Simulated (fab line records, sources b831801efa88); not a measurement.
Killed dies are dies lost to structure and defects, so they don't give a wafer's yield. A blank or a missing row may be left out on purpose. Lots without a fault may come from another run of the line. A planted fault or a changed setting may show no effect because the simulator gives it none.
Problem report in the 8D (eight disciplines) form, filled by code | flow sky130 | the parts of the form that need people (team, actions taken, sign-off) are left out

1. THE PROBLEM
PASSIVATION_CVD_00_THK at SKY_PASSIVATION_THK_MEAS_01 reads a mean of 72.9 nm on 1 wafer of 1 lot; wafers without a fault read 90.3 nm with a standard deviation of 1.2. That is -14 standard deviations from the usual mean.
First seen on wafer L784.2, day 46 16:21, on film_metro-01. The record holds 33 wafers of 11 lots with a number at this step. Rule for "out", or "out of limits": more than 4 standard deviations from the usual mean. The other wafers with a number count as sound.

2. WHAT IT IS AND WHAT IT IS NOT
question                    | is                     | is not
which readings at this step | PASSIVATION_CVD_00_THK | -
which lots                  | L784                   | L773, L774, L775, L777, L778, L779, L781, L782, L785, L794
which wafers of those lots  | L784.2                 | L784.3, L784.6
read on which gauges        | film_metro-01          | film_metro-02, film_metro-03
when                        | from day 46 16:21      | up to then (26 sound wafers); but 6 sound wafers of L785, L794 came after

3. SUSPECTS, AND WHAT RULES EACH OUT
Counting: a tool at a process step up to the reading stays a suspect if it ran every lot that is out. Sound lots after the first of them don't rule it out here, since some wafers of a struck lot are sound.
- the gauge at SKY_PASSIVATION_THK_MEAS_01: kept. All the wafers that are out were read on film_metro-01, and no step on other tools shows them out.
- rie_metal-01 at SKY_LOCAL_INTERCONNECT_METAL_ETCH_14 (etches TiN in Cl2/BCl3, stops on PSG, target depth 110 nm, time 31.4 s): kept. It ran the lot that is out, L784 (day 33 21:51); its last sound lot up to then is L782 (day 33 16:37).
- pecvd-02 at SKY_PASSIVATION_CVD_00 (deposits SiO2, target thk 90 nm): kept. It ran the lot that is out, L784 (day 46 16:19); its last sound lot up to then is L781 (day 46 05:26).
- Within pecvd-02 at SKY_PASSIVATION_CVD_00: the wafers that are out ran in chamber 0; their sound lot-mates ran in chamber 1.
Left after counting: rie_metal-01 at SKY_LOCAL_INTERCONNECT_METAL_ETCH_14, pecvd-02 at SKY_PASSIVATION_CVD_00, film_metro-01 at SKY_PASSIVATION_THK_MEAS_01.

4. THE CAUSE (what the simulator had put in)
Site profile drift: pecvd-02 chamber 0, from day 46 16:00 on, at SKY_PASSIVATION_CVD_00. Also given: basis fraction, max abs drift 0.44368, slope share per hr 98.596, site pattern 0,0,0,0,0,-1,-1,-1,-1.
Counting left 3 suspects, and this tool is among them.

5. THE CHAIN OF EFFECTS, in route order
Each row: a reading whose mean over the struck wafers that have a number lies more than 3 standard deviations from the usual. Only readings for which the record gives a usual standard deviation are gone through. hours: the time from each lot's start at the first step in this table that gives one to its start at this step, as a median over the lots. sigmas: the change in usual standard deviations.
hours | step                        | reading                | usual   | on struck wafers | change | sigmas
0     | SKY_PASSIVATION_THK_MEAS_01 | PASSIVATION_CVD_00_THK | 90.3 nm | 72.9             | -17.4  | -14

6. WHAT WOULD HAVE CAUGHT IT SOONER
In this record the first reading out of limits at a measuring or inspecting step was taken at day 46 16:21, 0 hours after the fault began at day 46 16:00.
Of the tool readings at SKY_PASSIVATION_CVD_00 for which the record gives a usual standard deviation, none was out on any struck wafer, so an alarm limit of 4 standard deviations on them would not have fired.
All the lots that are out (1) had begun SKY_PASSIVATION_CVD_00 on pecvd-02 by day 46 16:21. A hold on the tool at that time would have spared none of them.
